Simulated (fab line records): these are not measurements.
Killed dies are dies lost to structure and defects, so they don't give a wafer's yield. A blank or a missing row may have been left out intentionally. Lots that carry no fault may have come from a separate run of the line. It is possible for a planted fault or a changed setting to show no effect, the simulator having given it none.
fab line records + flow sky130
[record]
- lots = 7
- wafers = 21
- last-day = 49
route steps=708 shown LOCAL_INTERCONNECT@388 PAD_OPEN@708
lots with no fault: from the same line, run without faults
start-h: hours from the record's first day to the start of the lot's first wafer shown + wait-h: hours from the lot's prior step to this one + " the same as in the row above + L1.1+2: several wafers, shown together as one row + - no value present, or no start provided + * or withheld: withheld + < > ~ a bound
route shown NAME@n: a module of which the file shows steps, and the number in the route of the first + usual: average and standard deviation across the fault-free wafers + same: alike in all rows + chamber/n: place in a boat + sites: readings site by site + _std_site: standard deviation of those values + _edge_site: mean of outer sites minus mean of inner sites + radius-mm: for every site, how far away it sits from the centre of the wafer + mask NAME#n: copy n + behind: tool/chamber where the wafer was last shaped + hold: why the lot was held/for how many hours/how that ended + device: the n, p or np transistor that did not switch + end of line: tests of these same wafers at the route's end + where a step has no rows: the recipe by itself + killed: not the wafer's yield, but the dies lost to structure and defects at the first sort + map: the dies of a wafer, with x for killed, . for not killed, _ for no die there
set.NAME: the setting that was run; set.NAME@STEP: the one run at that earlier step + model.NAME: the simulator's own value behind a step, which no gauge read
lots at selected steps of the route; one table per step, one row per wafer
services: when a tool's chamber went out of use (start-h, in hours from the record's first day, below 0 if earlier), for how many hours, and the reason
[[steps]]
[step SKY_LOCAL_INTERCONNECT_RS_MEAS_01]
[recipe]
- thk-meas-gauge = four-point-probe
- reads = TiN_of_LOCAL_INTERCONNECT_SPUTTER_00
[usual]
- LOCAL_INTERCONNECT_TIN_RS = 14.02/0.21
| lot.wafer | tool          | chamber | start-h | wait-h | LOCAL_INTERCONNECT_TIN_RS[ohm/sq] |
|-----------|---------------|---------|---------|--------|-----------------------------------|
| L823.3    | film-metro-02 | -       | 673.85  | 0.1    | 13.90                             |
| L823.4    | "             | -       | "       | "      | 13.77                             |
| L823.5    | "             | -       | "       | "      | 13.86                             |
| L824.1    | film-metro-01 | -       | 686.81  | 0.0    | 14.05                             |
| L824.5    | "             | -       | "       | "      | 13.93                             |
| L824.6    | "             | -       | "       | "      | 14.49                             |
| L833.2    | film-metro-04 | -       | 766.39  | 0.1    | 14.08                             |
| L833.5    | "             | -       | "       | "      | 14.16                             |
| L833.6    | "             | -       | "       | "      | 13.68                             |
| L836.1    | film-metro-02 | -       | 784.34  | 0.0    | 14.05                             |
| L836.4    | "             | -       | "       | "      | 14.35                             |
| L836.6    | "             | -       | "       | "      | 13.97                             |
| L838.1    | film-metro-02 | -       | 792.68  | 0.0    | 13.92                             |
| L838.3    | "             | -       | "       | "      | 13.91                             |
| L838.4    | "             | -       | "       | "      | 13.75                             |
| L839.1    | film-metro-04 | -       | 810.31  | 0.0    | 14.25                             |
| L839.3    | "             | -       | "       | "      | 14.15                             |
| L839.4    | "             | -       | "       | "      | 14.12                             |
| L840.2    | film-metro-02 | -       | 811.18  | 0.1    | 14.22                             |
| L840.3    | "             | -       | "       | "      | 14.13                             |
| L840.6    | "             | -       | "       | "      | 14.31                             |
[step SKY_LOCAL_INTERCONNECT_THK_MEAS_02]
[recipe]
- thk-meas-gauge = xrf
- reads = TiN_of_LOCAL_INTERCONNECT_SPUTTER_00
[usual]
- LOCAL_INTERCONNECT_TIN_THK = 100.7/1.6
| lot.wafer | tool          | chamber | start-h | wait-h | LOCAL_INTERCONNECT_TIN_THK[nm] |
|-----------|---------------|---------|---------|--------|--------------------------------|
| L823.3    | film-metro-02 | -       | 673.95  | 0.1    | 101.0                          |
| L823.4    | "             | -       | "       | "      | 101.9                          |
| L823.5    | "             | -       | "       | "      | 101.1                          |
| L824.1    | film-metro-01 | -       | 686.93  | 0.1    | 100.6                          |
| L824.5    | "             | -       | "       | "      | 101.3                          |
| L824.6    | "             | -       | "       | "      | 97.5                           |
| L833.2    | film-metro-04 | -       | 766.50  | 0.1    | 100.9                          |
| L833.5    | "             | -       | "       | "      | 100.8                          |
| L833.6    | "             | -       | "       | "      | 103.9                          |
| L836.1    | film-metro-02 | -       | 784.46  | 0.1    | 99.7                           |
| L836.4    | "             | -       | "       | "      | 98.3                           |
| L836.6    | "             | -       | "       | "      | 100.3                          |
| L838.1    | film-metro-02 | -       | 792.80  | 0.1    | 101.2                          |
| L838.3    | "             | -       | "       | "      | 100.6                          |
| L838.4    | "             | -       | "       | "      | 101.8                          |
| L839.1    | film-metro-04 | -       | 810.43  | 0.1    | 99.7                           |
| L839.3    | "             | -       | "       | "      | 100.2                          |
| L839.4    | "             | -       | "       | "      | 99.9                           |
| L840.2    | film-metro-02 | -       | 811.29  | 0.1    | 98.6                           |
| L840.3    | "             | -       | "       | "      | 99.0                           |
| L840.6    | "             | -       | "       | "      | 98.6                           |
[step SKY_LOCAL_INTERCONNECT_DEHYDRATE_03]
[recipe]
- temp-c = 200
- time-s = 60
[step SKY_LOCAL_INTERCONNECT_HMDS_04]
[recipe]
- prime-time-s = 60
- prime-temp-c = 120
[step SKY_LOCAL_INTERCONNECT_COAT_05]
[recipe]
- resist = BARC
- temp-c = withheld
- time-s = withheld
- spin-rpm = 3000
- resist-thk-nm = 60
[step SKY_LOCAL_INTERCONNECT_COAT_06]
[recipe]
- resist = KrF-thick
- spin-rpm = 3000
- resist-thk-nm = 450
[step SKY_LOCAL_INTERCONNECT_SOFTBAKE_07]
[recipe]
- temp-c = 100
- time-s = 90
- resist = KrF-thick
[step SKY_LOCAL_INTERCONNECT_EXPOSE_08]
[recipe]
- mask-id = LI1M
- na = 0.8
- source-shape = annular
- sigma-inner = 0.55
- sigma-outer = 0.85
- target-cd-nm = 170
- dose-mj = 28
[step SKY_LOCAL_INTERCONNECT_PEB_09]
[recipe]
- peb-temp-c = withheld
- peb-time-s = withheld
- resist = KrF-thick
[step SKY_LOCAL_INTERCONNECT_DEVELOP_10]
[recipe]
- develop-time-s = 60
- resist = KrF-thick
- dev-temp-c = 21
[step SKY_LOCAL_INTERCONNECT_CD_MEAS_11]
[recipe]
- target-cd-nm = 170
[usual]
- cd-nm = 169.3/1.8
| lot.wafer | tool      | chamber | start-h | wait-h | cd-nm |
|-----------|-----------|---------|---------|--------|-------|
| L823.3    | cd-sem-01 | -       | 703.17  | -      | 168.1 |
| L823.4    | "         | -       | "       | "      | 167.4 |
| L823.5    | "         | -       | "       | "      | 170.0 |
| L824.1    | cd-sem-02 | -       | 716.36  | -      | 172.0 |
| L824.5    | "         | -       | "       | "      | 172.3 |
| L824.6    | "         | -       | "       | "      | 170.1 |
| L833.2    | cd-sem-02 | -       | 793.33  | -      | 169.4 |
| L833.5    | "         | -       | "       | "      | 169.0 |
| L833.6    | "         | -       | "       | "      | 168.4 |
| L836.1    | cd-sem-02 | -       | 811.24  | -      | 165.6 |
| L836.4    | "         | -       | "       | "      | 166.2 |
| L836.6    | "         | -       | "       | "      | 164.9 |
| L838.1    | cd-sem-02 | -       | 819.11  | -      | 170.1 |
| L838.3    | "         | -       | "       | "      | 170.0 |
| L838.4    | "         | -       | "       | "      | 169.0 |
| L839.1    | cd-sem-02 | -       | 836.48  | -      | 173.5 |
| L839.3    | "         | -       | "       | "      | 171.7 |
| L839.4    | "         | -       | "       | "      | 171.6 |
| L840.2    | cd-sem-01 | -       | 837.45  | -      | 166.1 |
| L840.3    | "         | -       | "       | "      | 166.7 |
| L840.6    | "         | -       | "       | "      | 167.7 |
[step SKY_LOCAL_INTERCONNECT_OVL_MEAS_12]
[usual]
- LOCAL_INTERCONNECT_OVL = 1/5.4
| lot.wafer | tool       | chamber | start-h | wait-h | LOCAL_INTERCONNECT_OVL[nm] |
|-----------|------------|---------|---------|--------|----------------------------|
| L823.3    | overlay-02 | -       | 703.26  | 0.1    | -11                        |
| L823.4    | "          | -       | "       | "      | -3                         |
| L823.5    | "          | -       | "       | "      | -1                         |
| L824.1    | overlay-02 | -       | 716.48  | 0.1    | 7                          |
| L824.5    | "          | -       | "       | "      | 2                          |
| L824.6    | "          | -       | "       | "      | 3                          |
| L833.2    | overlay-01 | -       | 793.44  | 0.1    | 8                          |
| L833.5    | "          | -       | "       | "      | -1                         |
| L833.6    | "          | -       | "       | "      | -3                         |
| L836.1    | overlay-02 | -       | 811.36  | 0.1    | 3                          |
| L836.4    | "          | -       | "       | "      | -1                         |
| L836.6    | "          | -       | "       | "      | 0                          |
| L838.1    | overlay-02 | -       | 819.23  | 0.1    | 3                          |
| L838.3    | "          | -       | "       | "      | 3                          |
| L838.4    | "          | -       | "       | "      | 3                          |
| L839.1    | overlay-01 | -       | 836.60  | 0.1    | 4                          |
| L839.3    | "          | -       | "       | "      | 1                          |
| L839.4    | "          | -       | "       | "      | -4                         |
| L840.2    | overlay-01 | -       | 837.56  | 0.1    | 3                          |
| L840.3    | "          | -       | "       | "      | 4                          |
| L840.6    | "          | -       | "       | "      | 0                          |
[step SKY_LOCAL_INTERCONNECT_ETCH_13]
[recipe]
- chemistry = N2/H2
- target = BARC
- ion-energy-ev = 200
- bias-w = 100
- pressure-mtorr = 30
- n2-flow-sccm = 100
- h2-flow-sccm = 200
- icp-w = 500
- stop-on = SiO2
- time-s = 45.9
- target-depth-a = 600
[usual]
- bias-w = 99.99/0.27
- chamber-pressure-mTorr = 30.001/0.027
- drypump-motor-current-A = 6.0/0.36
- oes-product-au = 0.855/0.005
- throttle-valve-pct = 13.225/0.009
| lot.wafer | tool         | chamber | start-h | wait-h | bias-w | chamber-pressure-mTorr | drypump-motor-current-A | oes-product-au | rf-hours-counter-h | throttle-valve-pct | model.KrF-thick_of_LOCAL_INTERCONNECT_COAT_06.thk-nm |
|-----------|--------------|---------|---------|--------|--------|------------------------|-------------------------|----------------|--------------------|--------------------|------------------------------------------------------|
| L823.3    | rie-metal-03 | 1       | 703.31  | 0.0    | 100.03 | 29.977                 | 6.2                     | 0.851          | -                  | 13.221             | 393.7                                                |
| L823.4    | "            | 0       | "       | "      | 99.48  | 30.001                 | 6.4                     | 0.847          | -                  | 13.225             | 392.7                                                |
| L823.5    | "            | 1       | "       | "      | 99.94  | 30.001                 | 6.2                     | 0.856          | -                  | 13.220             | 394.7                                                |
| L824.1    | rie-metal-02 | 0       | 716.52  | 0.0    | 100.33 | 29.999                 | 6.0                     | 0.860          | 1                  | 13.230             | 394.9                                                |
| L824.5    | "            | 0       | "       | "      | 99.83  | 29.995                 | 6.0                     | 0.853          | -                  | 13.222             | 393.3                                                |
| L824.6    | "            | 1       | "       | "      | 100.32 | 30.001                 | 5.3                     | 0.850          | -                  | 13.226             | 395.1                                                |
| L833.2    | rie-metal-03 | 0       | 793.47  | 0.0    | 100.01 | 30.001                 | 6.4                     | 0.856          | 6                  | 13.235             | 391.4                                                |
| L833.5    | "            | 0       | "       | "      | 99.75  | 30.008                 | 6.4                     | 0.850          | -                  | 13.220             | 393.5                                                |
| L833.6    | "            | 1       | "       | "      | 100.33 | 29.979                 | 6.2                     | 0.851          | -                  | 13.220             | 393                                                  |
| L836.1    | rie-metal-03 | 0       | 811.40  | 0.0    | 100.09 | 29.987                 | 6.4                     | 0.855          | 6                  | 13.224             | 392.8                                                |
| L836.4    | "            | 0       | "       | "      | 100.05 | 29.998                 | 6.4                     | 0.852          | -                  | 13.223             | 393.5                                                |
| L836.6    | "            | 0       | "       | "      | 99.94  | 29.981                 | 6.4                     | 0.859          | -                  | 13.232             | 394                                                  |
| L838.1    | rie-metal-04 | 1       | 819.27  | 0.0    | -      | -                      | -                       | -              | -                  | -                  | 436.1                                                |
| L838.3    | "            | 0       | "       | "      | -      | -                      | -                       | -              | -                  | -                  | 435.7                                                |
| L838.4    | "            | 1       | "       | "      | -      | -                      | -                       | -              | -                  | -                  | 434.6                                                |
| L839.1    | rie-metal-03 | 1       | 836.64  | 0.0    | -      | -                      | -                       | -              | -                  | -                  | 439.1                                                |
| L839.3    | "            | 1       | "       | "      | -      | -                      | -                       | -              | -                  | -                  | 436.9                                                |
| L839.4    | "            | 0       | "       | "      | -      | -                      | -                       | -              | -                  | -                  | 438.5                                                |
| L840.2    | rie-metal-04 | 0       | 837.59  | 0.0    | -      | -                      | -                       | -              | -                  | -                  | 438.7                                                |
| L840.3    | "            | 1       | "       | "      | -      | -                      | -                       | -              | -                  | -                  | 436.7                                                |
| L840.6    | "            | 1       | "       | "      | -      | -                      | -                       | -              | -                  | -                  | 436.9                                                |
[step SKY_LOCAL_INTERCONNECT_METAL_ETCH_14]
[recipe]
- target-depth-nm = 110
- stop-on = PSG
- chemistry = Cl2/BCl3
- target = TiN
- resist-sidewall-deg = 88
- pressure-mtorr = 10
- icp-w = 900
- bias-w = 48.5
- Cl2_flow_sccm = 60
- bcl3-flow-sccm = 30
- time-s = 31.4
[usual]
- bcl3-flow-sccm = 29.99/0.087
- bias-w = 48.49/0.15
- drypump-motor-current-A = 6.0/0.36
- oes-product-au = 0.946/0.0097
- throttle-valve-pct = 21.898/0.01
| lot.wafer | tool         | chamber | start-h | wait-h | bcl3-flow-sccm | bias-w | drypump-motor-current-A | oes-product-au | rf-hours-counter-h | throttle-valve-pct | model.KrF-thick_of_LOCAL_INTERCONNECT_COAT_06.thk-nm |
|-----------|--------------|---------|---------|--------|----------------|--------|-------------------------|----------------|--------------------|--------------------|------------------------------------------------------|
| L823.3    | rie-metal-03 | 1       | 703.37  | 0.0    | 29.94          | 48.48  | 6.1                     | 0.961          | -                  | 21.900             | 350.6                                                |
| L823.4    | "            | 0       | "       | "      | 29.92          | 48.42  | 6.4                     | 0.957          | -                  | 21.889             | 348.4                                                |
| L823.5    | "            | 1       | "       | "      | 30.02          | 48.49  | 6.2                     | 0.951          | -                  | 21.892             | 351.1                                                |
| L824.1    | rie-metal-02 | 0       | 716.58  | 0.0    | 29.94          | 48.65  | 6.0                     | 0.949          | 1                  | 21.893             | 350.3                                                |
| L824.5    | "            | 0       | "       | "      | 30.01          | 48.55  | 6.0                     | 0.961          | -                  | 21.907             | 348.9                                                |
| L824.6    | "            | 1       | "       | "      | 30.01          | 48.53  | 5.3                     | 0.921          | -                  | 21.909             | 351.2                                                |
| L833.2    | rie-metal-03 | 0       | 793.53  | 0.0    | 29.97          | 48.37  | 6.4                     | 0.949          | 6                  | 21.904             | 347.6                                                |
| L833.5    | "            | 0       | "       | "      | 29.95          | 48.39  | 6.4                     | 0.940          | -                  | 21.897             | 349.6                                                |
| L833.6    | "            | 1       | "       | "      | 30.05          | 48.48  | 6.1                     | 0.961          | -                  | 21.879             | 349.1                                                |
| L836.1    | rie-metal-03 | 0       | 811.46  | 0.0    | 30.01          | 48.67  | 6.4                     | 0.945          | 6                  | 21.879             | 348.4                                                |
| L836.4    | "            | 0       | "       | "      | 30.05          | 48.68  | 6.4                     | 0.935          | -                  | 21.904             | 349.1                                                |
| L836.6    | "            | 0       | "       | "      | 30.01          | 48.31  | 6.4                     | 0.943          | -                  | 21.891             | 349.6                                                |
| L838.1    | rie-metal-04 | 1       | 819.33  | 0.0    | 29.91          | 48.63  | 5.5                     | 0.375          | 17                 | 22.259             | 392.4                                                |
| L838.3    | "            | 0       | "       | "      | 29.99          | 48.55  | 6.2                     | 0.371          | -                  | 22.266             | 392.4                                                |
| L838.4    | "            | 1       | "       | "      | 30.07          | 48.43  | 5.5                     | 0.382          | -                  | 22.266             | 390.8                                                |
| L839.1    | rie-metal-03 | 1       | 836.70  | 0.0    | 30.15          | 48.37  | 6.1                     | 0.373          | 14                 | 22.270             | 396.1                                                |
| L839.3    | "            | 1       | "       | "      | 30.02          | 48.06  | 6.1                     | 0.383          | -                  | 22.258             | 394                                                  |
| L839.4    | "            | 0       | "       | "      | 29.90          | 48.65  | 6.4                     | 0.370          | -                  | 22.259             | 394.6                                                |
| L840.2    | rie-metal-04 | 0       | 837.65  | 0.0    | 29.90          | 48.61  | 6.1                     | 0.373          | 15                 | 22.274             | 394.9                                                |
| L840.3    | "            | 1       | "       | "      | 30.04          | 48.70  | 5.5                     | 0.378          | -                  | 22.259             | 392.3                                                |
| L840.6    | "            | 1       | "       | "      | 30.19          | 48.53  | 5.5                     | 0.379          | -                  | 22.262             | 392.7                                                |
[step SKY_LOCAL_INTERCONNECT_STRIP_15]
[recipe]
- chemistry = O2/N2
- power-w = 1400
- pressure-mtorr = 1500
- platen-temp-c = withheld
- o2-flow-sccm = 3000
- n2-flow-sccm = 300
- overash-fraction = 0.5
[usual]
- drypump-motor-current-A = 6.2/0.65
- oes-product-au = 0.427/0.0045
- strip-time-to-endpoint-s = 4.731/0.019
| lot.wafer | tool            | chamber | start-h | wait-h | drypump-motor-current-A | oes-product-au | rf-hours-counter-h | strip-time-to-endpoint-s |
|-----------|-----------------|---------|---------|--------|-------------------------|----------------|--------------------|--------------------------|
| L823.3    | plasma-asher-01 | 1       | 703.43  | 0.1    | 6.7                     | 0.433          | -                  | 4.744                    |
| L823.4    | "               | 0       | "       | "      | 5.9                     | 0.428          | -                  | 4.722                    |
| L823.5    | "               | 1       | "       | "      | 6.6                     | 0.428          | -                  | 4.738                    |
| L824.1    | plasma-asher-01 | 1       | 716.63  | 0.0    | 6.7                     | 0.435          | 32                 | 4.747                    |
| L824.5    | "               | 0       | "       | "      | 5.9                     | 0.428          | -                  | 4.719                    |
| L824.6    | "               | 1       | "       | "      | 6.7                     | 0.423          | -                  | 4.758                    |
| L833.2    | plasma-asher-04 | 1       | 793.58  | 0.0    | 4.7                     | 0.432          | 62                 | 4.701                    |
| L833.5    | "               | 0       | "       | "      | 6.3                     | 0.425          | -                  | 4.731                    |
| L833.6    | "               | 1       | "       | "      | 4.7                     | 0.418          | -                  | 4.717                    |
| L836.1    | plasma-asher-01 | 1       | 811.51  | 0.0    | 6.7                     | 0.423          | 42                 | 4.724                    |
| L836.4    | "               | 0       | "       | "      | 5.9                     | 0.422          | -                  | 4.736                    |
| L836.6    | "               | 0       | "       | "      | 5.9                     | 0.429          | -                  | 4.722                    |
| L838.1    | plasma-asher-04 | 0       | 819.38  | 0.0    | 6.3                     | 0.446          | 65                 | 5.172                    |
| L838.3    | "               | 0       | "       | "      | 6.4                     | 0.450          | -                  | 5.165                    |
| L838.4    | "               | 1       | "       | "      | 4.7                     | 0.443          | -                  | 5.156                    |
| L839.1    | plasma-asher-03 | 0       | 836.75  | 0.0    | 6.5                     | 0.443          | 9                  | 5.223                    |
| L839.3    | "               | 1       | "       | "      | 6.7                     | 0.447          | -                  | 5.185                    |
| L839.4    | "               | 0       | "       | "      | 6.5                     | 0.444          | -                  | 5.201                    |
| L840.2    | plasma-asher-01 | 0       | 837.70  | 0.0    | 5.9                     | 0.451          | 45                 | 5.191                    |
| L840.3    | "               | 0       | "       | "      | 5.9                     | 0.446          | -                  | 5.166                    |
| L840.6    | "               | 0       | "       | "      | 5.9                     | 0.454          | -                  | 5.183                    |
[step SKY_LOCAL_INTERCONNECT_STRIP_16]
[recipe]
- chemistry = post-etch-residue-remover
- time-s = 1200
- temp-c = 72.5
[step SKY_PAD_OPEN_PROBE_99]
[usual]
- killed_at_M0_to_M3 = 42/7
- killed_at_M4_up = 2.8/1.8
- killed-at-contacts = 24/5.8
- killed-at-front-end = 15/4.8
- killed-at-other = 0.3/0.56
- killed-dies = 84/11
- killed-on-rim = 17/4.2
- killed-open = 46/7.8
- killed-short = 38/6.3
[same]
- gross-dies = 492
- killed-at-back-side = 0
| lot.wafer | tool      | chamber | start-h | wait-h | killed_at_M0_to_M3 | killed_at_M4_up | killed-at-contacts | killed-at-front-end | killed-at-other | killed-dies | killed-on-rim | killed-open | killed-short |
|-----------|-----------|---------|---------|--------|--------------------|-----------------|--------------------|---------------------|-----------------|-------------|---------------|-------------|--------------|
| L836.1    | prober-02 | -       | 1151.26 | 0.1    | 37                 | 1               | 15                 | 20                  | 1               | 74          | 14            | 36          | 36           |
| L836.4    | prober-02 | -       | 1151.41 | 0.2    | 34                 | 2               | 18                 | 16                  | 0               | 70          | 12            | 34          | 35           |
| L836.6    | prober-02 | -       | 1151.51 | 0.2    | 42                 | 6               | 32                 | 17                  | 1               | 98          | 20            | 51          | 47           |
| L838.1    | prober-02 | -       | 1158.73 | 0.1    | 37                 | 2               | 440                | 13                  | 0               | 492         | 96            | 40          | 31           |
| L838.3    | prober-02 | -       | 1158.83 | 0.2    | 39                 | 2               | 436                | 15                  | 0               | 492         | 96            | 44          | 34           |
| L838.4    | prober-02 | -       | 1158.88 | 0.2    | 36                 | 4               | 436                | 16                  | 0               | 492         | 96            | 36          | 44           |
| L839.1    | prober-01 | -       | 1170.59 | 0.1    | 52                 | 5               | 424                | 11                  | 0               | 492         | 96            | 54          | 39           |
| L839.3    | prober-01 | -       | 1170.69 | 0.2    | 40                 | 1               | 440                | 11                  | 0               | 492         | 96            | 49          | 37           |
| L839.4    | prober-01 | -       | 1170.74 | 0.2    | 39                 | 4               | 436                | 13                  | 0               | 492         | 96            | 35          | 41           |
| L840.2    | prober-02 | -       | 1170.99 | 0.1    | 46                 | 0               | 420                | 26                  | 0               | 492         | 96            | 59          | 38           |
| L840.3    | prober-02 | -       | 1171.04 | 0.2    | 46                 | 5               | 425                | 16                  | 0               | 492         | 96            | 53          | 39           |
| L840.6    | prober-02 | -       | 1171.19 | 0.2    | 33                 | 2               | 439                | 18                  | 0               | 492         | 96            | 37          | 29           |
// killed by level:class
L836.1 VIA1:geometric-particle:open=10 LI_CONTACT:geometric-particle:short=6 POLY_GATE:geometric-particle:short=5 VIA3:geometric-particle:open=5 VIA2:geometric-particle:open=5 FIELD_ISO:geometric-particle:short=4 POLY_GATE:geometric-particle:open=4 VIA1:geometric-particle:short=4
L836.4 VIA1:geometric-particle:open=9 FIELD_ISO:geometric-particle:short=7 LI_CONTACT:geometric-particle:open=6 VIA1:geometric-particle:short=6 METAL2:geometric-particle:short=5 CONTACT:geometric-particle:open=4 CONTACT:geometric-particle:short=4 VIA3:geometric-particle:short=4
L836.6 VIA1:geometric-particle:open=17 CONTACT:geometric-particle:open=10 LI_CONTACT:geometric-particle:open=7 CONTACT:geometric-particle:short=7 METAL2:geometric-particle:short=7 POLY_GATE:geometric-particle:short=5 LOCAL_INTERCONNECT:geometric-particle:short=5 FIELD_ISO:geometric-particle:short=4
L838.1 LOCAL_INTERCONNECT:area-etch=421 VIA1:geometric-particle:open=12 CONTACT:geometric-particle:open=7 LI_CONTACT:geometric-particle:open=5 FIELD_ISO:geometric-particle:short=5 VIA1:geometric-particle:short=5 POLY_GATE:geometric-particle:short=4 VIA2:geometric-particle:open=4
L838.3 LOCAL_INTERCONNECT:area-etch=414 VIA1:geometric-particle:open=15 CONTACT:geometric-particle:open=10 LI_CONTACT:geometric-particle:open=5 METAL2:geometric-particle:short=5 VIA1:geometric-particle:short=4 VIA2:geometric-particle:open=4 FIELD_ISO:geometric-particle:open=3
L838.4 LOCAL_INTERCONNECT:area-etch=412 CONTACT:geometric-particle:short=9 VIA1:geometric-particle:open=7 LI_CONTACT:geometric-particle:open=6 VIA3:geometric-particle:open=6 VIA1:geometric-particle:short=5 POLY_GATE:geometric-particle:short=4 LI_CONTACT:geometric-particle:short=4
L839.1 LOCAL_INTERCONNECT:area-etch=399 VIA1:geometric-particle:open=16 CONTACT:geometric-particle:open=8 LOCAL_INTERCONNECT:geometric-particle:short=7 METAL2:geometric-particle:short=7 VIA1:geometric-particle:short=6 VIA3:geometric-particle:open=6 LI_CONTACT:geometric-particle:open=5
L839.3 LOCAL_INTERCONNECT:area-etch=405 CONTACT:geometric-particle:open=16 METAL2:geometric-particle:short=11 LI_CONTACT:geometric-particle:open=8 POLY_GATE:geometric-particle:open=5 VIA1:geometric-particle:open=5 VIA3:geometric-particle:open=5 LOCAL_INTERCONNECT:geometric-particle:short=4
L839.4 LOCAL_INTERCONNECT:area-etch=416 FIELD_ISO:geometric-particle:short=8 VIA1:geometric-particle:open=7 LI_CONTACT:geometric-particle:open=6 VIA2:geometric-particle:open=5 CONTACT:geometric-particle:short=5 METAL2:geometric-particle:short=5 VIA3:geometric-particle:open=5
L840.2 LOCAL_INTERCONNECT:area-etch=395 VIA1:geometric-particle:open=12 CONTACT:geometric-particle:open=10 POLY_GATE:geometric-particle:open=8 LI_CONTACT:geometric-particle:open=7 METAL2:geometric-particle:short=7 FIELD_ISO:geometric-particle:open=6 CONTACT:geometric-particle:short=6
L840.3 LOCAL_INTERCONNECT:area-etch=400 VIA2:geometric-particle:open=19 CONTACT:geometric-particle:open=8 CONTACT:geometric-particle:short=6 POLY_GATE:geometric-particle:open=5 VIA1:geometric-particle:open=5 METAL4:geometric-particle:short=5 LI_CONTACT:geometric-particle:open=4
L840.6 LOCAL_INTERCONNECT:area-etch=426 VIA3:geometric-particle:open=9 CONTACT:geometric-particle:open=8 FIELD_ISO:geometric-particle:short=5 VIA1:geometric-particle:open=5 VIA2:geometric-particle:open=4 METAL1:geometric-particle:short=4 METAL2:geometric-particle:short=4
// map L838.1 (x killed, . not)
__________xxxxxxxxxx_________
________xxxxxxxxxxxxxx_______
______xxxxxxxxxxxxxxxxxx_____
_____xxxxxxxxxxxxxxxxxxxx____
____xxxxxxxxxxxxxxxxxxxxxx___
___xxxxxxxxxxxxxxxxxxxxxxxx__
__xxxxxxxxxxxxxxxxxxxxxxxxxx_
_xxxxxxxxxxxxxxxxxxxxxxxxxxxx
_xxxxxxxxxxxxxxxxxxxxxxxxxxxx
_xxxxxxxxxxxxxxxxxxxxxxxxxxxx
_xxxxxxxxxxxxxxxxxxxxxxxxxxxx
_xxxxxxxxxxxxxxxxxxxxxxxxxxxx
_xxxxxxxxxxxxxxxxxxxxxxxxxxxx
_xxxxxxxxxxxxxxxxxxxxxxxxxxxx
_xxxxxxxxxxxxxxxxxxxxxxxxxxxx
__xxxxxxxxxxxxxxxxxxxxxxxxxx_
___xxxxxxxxxxxxxxxxxxxxxxxx__
____xxxxxxxxxxxxxxxxxxxxxx___
_____xxxxxxxxxxxxxxxxxxxx____
______xxxxxxxxxxxxxxxxxx_____
________xxxxxxxxxxxxxx_______
__________xxxxxxxxxx_________
// map L839.1 (x killed, . not)
__________xxxxxxxxxx_________
________xxxxxxxxxxxxxx_______
______xxxxxxxxxxxxxxxxxx_____
_____xxxxxxxxxxxxxxxxxxxx____
____xxxxxxxxxxxxxxxxxxxxxx___
___xxxxxxxxxxxxxxxxxxxxxxxx__
__xxxxxxxxxxxxxxxxxxxxxxxxxx_
_xxxxxxxxxxxxxxxxxxxxxxxxxxxx
_xxxxxxxxxxxxxxxxxxxxxxxxxxxx
_xxxxxxxxxxxxxxxxxxxxxxxxxxxx
_xxxxxxxxxxxxxxxxxxxxxxxxxxxx
_xxxxxxxxxxxxxxxxxxxxxxxxxxxx
_xxxxxxxxxxxxxxxxxxxxxxxxxxxx
_xxxxxxxxxxxxxxxxxxxxxxxxxxxx
_xxxxxxxxxxxxxxxxxxxxxxxxxxxx
__xxxxxxxxxxxxxxxxxxxxxxxxxx_
___xxxxxxxxxxxxxxxxxxxxxxxx__
____xxxxxxxxxxxxxxxxxxxxxx___
_____xxxxxxxxxxxxxxxxxxxx____
______xxxxxxxxxxxxxxxxxx_____
________xxxxxxxxxxxxxx_______
__________xxxxxxxxxx_________
[[services]]
| tool            | chamber | start-h | hours | kind           |
|-----------------|---------|---------|-------|----------------|
| rie-metal-02    | 1       | 696.14  | 12.9  | repair         |
| plasma-asher-01 | -       | 721.63  | 1.6   | repair         |
| plasma-asher-03 | -       | 733.75  | 9.0   | pm             |
| plasma-asher-03 | 0       | 733.75  | 9.0   | vent-cycle     |
| plasma-asher-03 | 1       | 733.75  | 9.0   | vent-cycle     |
| plasma-asher-03 | 0       | 742.75  | -     | clean          |
| plasma-asher-03 | 1       | 742.75  | -     | clean          |
| rie-metal-02    | 1       | 763.81  | -     | clean          |
| rie-metal-02    | 1       | 763.81  | 18.3  | scheduled-down |
| rie-metal-02    | 1       | 763.81  | 18.3  | vent-cycle     |
| plasma-asher-03 | -       | 806.11  | 4.6   | repair         |
| rie-metal-02    | -       | 819.87  | 4.3   | pm             |
| plasma-asher-04 | -       | 822.80  | 3.4   | repair         |
[[key]]
[first-sign]
- step = SKY_LOCAL_INTERCONNECT_ETCH_13
- reading = tool-record
- direction = missing
[effect]
- step = SKY_LOCAL_INTERCONNECT_METAL_ETCH_14
- reading = oes-product-au
- direction = down
- sigmas = 59
- usual = 0.946
- struck = 0.376
[effect]
- step = SKY_LOCAL_INTERCONNECT_STRIP_15
- reading = strip-time-to-endpoint-s
- direction = up
- sigmas = 23
- usual = *
- struck = *
[effect]
- step = SKY_PAD_OPEN_PROBE_99
- reading = killed-at-contacts
- direction = up
- sigmas = 70
- usual = 24
- struck = 433
[model-effect]
- step = SKY_LOCAL_INTERCONNECT_ETCH_13
- value = KrF-thick_of_LOCAL_INTERCONNECT_COAT_06.thk-nm
- without = 393.9
- struck = 437
[model-effect]
- step = SKY_LOCAL_INTERCONNECT_METAL_ETCH_14
- value = KrF-thick_of_LOCAL_INTERCONNECT_COAT_06.thk-nm
- without = 350.2
- struck = 393.3
[more-kills-born-at]
- SKY_LOCAL_INTERCONNECT_ETCH_13@rie-metal-04 = 2468
- SKY_LOCAL_INTERCONNECT_ETCH_13@rie-metal-03 = 1220
met-at SKY_LOCAL_INTERCONNECT_ETCH_13
struck-wafers L838.1,L838.3,L838.4,L839.1,L839.3,L839.4,L840.2,L840.3,L840.6
later-rows-left-out L838.1,L838.3,L838.4,L839.1,L839.3,L839.4,L840.2,L840.3,L840.6
tester-left-out L838,L839,L840
onset-between 811.40 819.27
[fault]
- kind = skipped-step-whole
- tool = rie-metal-03,rie-metal-04
- chamber = -
- onset-h = 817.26
- steps = SKY_LOCAL_INTERCONNECT_ETCH_13
- scope = struck-lots-only
// tester-left-out: of these lots the tester's yield and bins aren't shown, on N5 and GAA mostly nor the transistor test; their killed dies are dies lost to structure and defects alone, not to doping, threshold or leakage, so they don't give the yield
// later-rows-left-out: the simulator's readings of these wafers behind a module that went badly wrong aren't trusted and aren't shown, but for the sort
